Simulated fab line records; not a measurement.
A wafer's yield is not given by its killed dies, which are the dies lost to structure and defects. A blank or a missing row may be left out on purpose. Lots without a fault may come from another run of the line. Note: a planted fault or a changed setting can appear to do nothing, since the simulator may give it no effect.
A lot that was struck, set against a sound lot | flow sky130 | 43 steps out of a route of 708
Sound: these wafers, L169.2, L169.4, L169.5. Wafers struck: L178.3, L178.4, L178.6. The cause comes at the end.
At each step with rows: each side's tool, then ch and its chambers, then its first start. Under that, the readings that differ: sound wafers | struck wafers | difference of the means | sigmas: that difference in standard deviations of wafers without a fault.
alike: a reading whose means differ by less than 2 such deviations, as well as words and numbers matching on both sides. not compared: withheld readings; readings where some wafer has no value; bounds like >300 that might hide an equal value; numbers whose values overlap and for which the record gives no deviation.
A row with sigmas, a row that says differs or no value, or rows on one side alone: a step with any of these is where the two part. Numbers that have no deviation but don't overlap get no sigmas and don't part them. A reading missing from all wafers of one side parts the sides only when that side holds two or more wafers.

first, 6 steps without rows for these wafers: SKY_LDD_N_IMPLANT_10; SKY_LDD_N_IMPLANT_11; SKY_LDD_N_IMPLANT_12; SKY_LDD_N_IMPLANT_13; SKY_LDD_N_IMPLANT_14; SKY_LDD_N_IMPLANT_15.
SKY_LDD_N_STRIP_16: strips in O2/N2.
  sound on plasma-asher-02 ch 0,1, day 17 22:51; struck on plasma-asher-03 ch 0,1, day 21 11:58
  reading                      | sound             | struck            | difference | sigmas
  strip-time-to-endpoint-s (s) | 4.332 4.326 4.329 | 4.284 4.290 4.295 | -0.039     | -2
  alike: drypump-motor-current-A, oes-product-au
  not compared: rf-hours-counter-h
SKY_LDD_N_TW_MEAS_17:
  struck on film-metro-04, day 21 12:03; sound on film-metro-04, day 17 22:58
  alike: LDD_N_TW
then, 4 steps without rows for these wafers: SKY_LDD_P_DEHYDRATE_00 (time 60 s); SKY_LDD_P_HMDS_01 (prime time 60 s); SKY_LDD_P_COAT_02 (resist thk 1140 nm); SKY_LDD_P_SOFTBAKE_03 (time 60 s).
SKY_LDD_P_EXPOSE_04: exposes mask PSDM, target cd 380 nm.
  sound on iline-stepper-02 ch 0, day 18 14:40; struck on iline-stepper-02 ch 0, day 22 02:34
  reading               | sound                | struck                  | difference | sigmas
  mask                  | PSDM#0 PSDM#0 PSDM#0 | HVPTM#0 HVPTM#0 HVPTM#0 | differs    |
  stage-vel-mm-s (mm/s) | 499.86 499.54 500.22 | 500.43 500.46 500.71    | +0.66      | +3
then, 2 steps without rows for these wafers: SKY_LDD_P_PEB_05; SKY_LDD_P_DEVELOP_06 (develop time 60 s).
SKY_LDD_P_CD_MEAS_07: the cd target is 380 nm.
  struck on cd-sem-02, day 22 18:53; sound on cd-sem-01, day 19 04:58
  reading    | sound             | struck | difference                    | sigmas
  cd-nm (nm) | 379.2 378.2 377.6 | - - -  | no value on the struck wafers |
SKY_LDD_P_OVL_MEAS_08:
  struck on overlay-01, day 22 18:58; sound on overlay-01, day 19 05:05
  reading        | sound       | struck | difference                    | sigmas
  LDD_P_OVL (nm) | 0.6 0.6 0.0 | - - -  | no value on the struck wafers |
then, 1 step without rows for these wafers: SKY_LDD_P_IMPLANT_09.
SKY_LDD_P_STRIP_10: strips in O2/N2.
  sound on plasma-asher-03 ch 0,1, day 19 05:16; struck on plasma-asher-01 ch 0,1, day 22 19:10
  alike: drypump-motor-current-A, oes-product-au, strip-time-to-endpoint-s
  not compared: rf-hours-counter-h
SKY_LDD_P_TW_MEAS_11:
  struck on film-metro-01, day 22 19:16; sound on film-metro-03, day 19 05:22
  reading  | sound       | struck   | difference | sigmas
  LDD_P_TW | 632 629 629 | 30 30 30 | -600       | -99 or more
then, 7 steps without rows for these wafers: SKY_LDD_HVN_DEHYDRATE_00 (time 60 s); SKY_LDD_HVN_HMDS_01 (prime time 60 s); SKY_LDD_HVN_COAT_02 (resist thk 300 nm); SKY_LDD_HVN_SOFTBAKE_03 (time 60 s); SKY_LDD_HVN_EXPOSE_04 (exposes mask HVNTM, target cd 700 nm); SKY_LDD_HVN_PEB_05; SKY_LDD_HVN_DEVELOP_06 (develop time 60 s).
SKY_LDD_HVN_OVL_MEAS_07:
  struck on overlay-02, day 24 00:22; sound on overlay-02, day 20 11:52
  alike: LDD_HVN_OVL
then, 1 step without rows for these wafers: SKY_LDD_HVN_IMPLANT_08.
SKY_LDD_HVN_STRIP_09: strips in O2/N2.
  sound on plasma-asher-04 ch 0,1, day 20 12:02; struck on plasma-asher-01 ch 0,1, day 24 00:35
  alike: drypump-motor-current-A, oes-product-au, strip-time-to-endpoint-s
  not compared: rf-hours-counter-h
SKY_LDD_HVN_TW_MEAS_10:
  struck on film-metro-02, day 24 00:40; sound on film-metro-01, day 20 12:09
  alike: LDD_HVN_TW
then, 7 steps without rows for these wafers: SKY_LDD_HVP_DEHYDRATE_00 (time 60 s); SKY_LDD_HVP_HMDS_01 (prime time 60 s); SKY_LDD_HVP_COAT_02 (resist thk 300 nm); SKY_LDD_HVP_SOFTBAKE_03 (time 60 s); SKY_LDD_HVP_EXPOSE_04 (exposes mask HVPTM, target cd 700 nm); SKY_LDD_HVP_PEB_05; SKY_LDD_HVP_DEVELOP_06 (develop time 60 s).
SKY_LDD_HVP_OVL_MEAS_07:
  struck on overlay-01, day 25 05:52; sound on overlay-01, day 21 18:46
  alike: LDD_HVP_OVL
then, 1 step without rows for these wafers: SKY_LDD_HVP_IMPLANT_08.
SKY_LDD_HVP_STRIP_09: strips in O2/N2.
  sound on plasma-asher-02 ch 0,1, day 21 18:56; struck on plasma-asher-04 ch 0,1, day 25 06:05
  alike: drypump-motor-current-A, oes-product-au, strip-time-to-endpoint-s
  not compared: rf-hours-counter-h
SKY_LDD_HVP_TW_MEAS_10:
  struck on film-metro-01, day 25 06:10; sound on film-metro-03, day 21 19:03
  reading    | sound       | struck      | difference | sigmas
  LDD_HVP_TW | 451 450 447 | 702 702 702 | +253       | +53
-- the record jumps here: 23 days lie between the struck wafers' starts before and after (it left off in module LDD_HVP and takes up again in module PAD_OPEN, whose first step shown is number 708 of the route) --
SKY_PAD_OPEN_PROBE_99:
  rows exist in the record for the struck wafers here (prober-01, day 48 05:31), but not for the sound ones

## WHERE THEY PART
First at SKY_LDD_N_STRIP_16; last, within this record, at SKY_PAD_OPEN_PROBE_99.

WHY: whatever the simulator had introduced
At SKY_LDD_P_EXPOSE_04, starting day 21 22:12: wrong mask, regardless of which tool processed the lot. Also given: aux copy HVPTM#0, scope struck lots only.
